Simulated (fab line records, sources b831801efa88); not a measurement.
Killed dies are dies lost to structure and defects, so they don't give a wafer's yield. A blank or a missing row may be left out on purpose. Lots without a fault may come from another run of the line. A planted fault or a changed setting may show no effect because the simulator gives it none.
One fault seen from 2 desks | flow gf180mcu | each desk has only its own numbers; what lay behind them comes last

THE TOOL OWNER'S DESK: litho_track-01
The tool's own readings at GF_NWELL_COAT_02 (resist thk 3000 nm): means of the sampled wafers that have a number, for each lot that ran on this tool. A lot is out of limits, marked OUT, if its mean lies more than 4 standard deviations from the usual mean; the brackets give that distance.
Columns: A = dispense_pressure_kPa at GF_NWELL_COAT_02, usual 54 kPa; B = spin_speed_rpm at GF_NWELL_COAT_02, usual 1999.7 rpm
lot  | first seen here | A  | B
L755 | day 5 23:26     | 59 | 2000.3
L757 | day 6 08:22     | 59 | 2030.2 (+25) OUT
L758 | day 6 14:32     | 59 | 2032.3 (+27) OUT
This desk's finding: out of limits on L757, L758; first on L757, day 6 08:22 (spin_speed_rpm at GF_NWELL_COAT_02). In limits: L755.

THE METROLOGY DESK
What the gauges read, lot by lot, whatever tool the lot ran on: means of the sampled wafers that have a number. A lot is out of limits, marked OUT, if its mean lies more than 4 standard deviations from the usual mean; the brackets give that distance.
Columns: A = DNWELL_TW at GF_DNWELL_TW_MEAS_09, usual 1338; B = NWELL_OVL at GF_NWELL_OVL_MEAS_07, usual 0.1 nm
lot  | first seen here | A    | B
L751 | day 4 17:25     | 1345 | 0.5
L752 | day 5 01:06     | 1337 | -0.4
L755 | day 5 16:07     | 1324 | 0.2
L756 | day 5 20:01     | 1336 | 1.2
L757 | day 6 01:27     | 1335 | 0.9
L758 | day 6 07:19     | 1335 | -1.2
This desk's finding: nothing out of limits on any of the 6 lots.

PUT TOGETHER
The tool owner's desk could have raised an alarm at day 6 08:22, on L757, L758.
The metrology desk saw nothing out of limits.
The metrology desk has L757, L758 on record, within its limits.
Of the lots named, all ran GF_NWELL_COAT_02 on litho_track-01.

WHAT THE SIMULATOR HAD PUT IN
Process parameter drift: litho_track-01, from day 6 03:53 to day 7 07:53, at GF_NWELL_COAT_02. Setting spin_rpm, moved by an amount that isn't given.
Lots struck among those shown: L757, L758.
Hours from the fault's start to each desk's first reading out of limits: the tool owner's desk, 4.
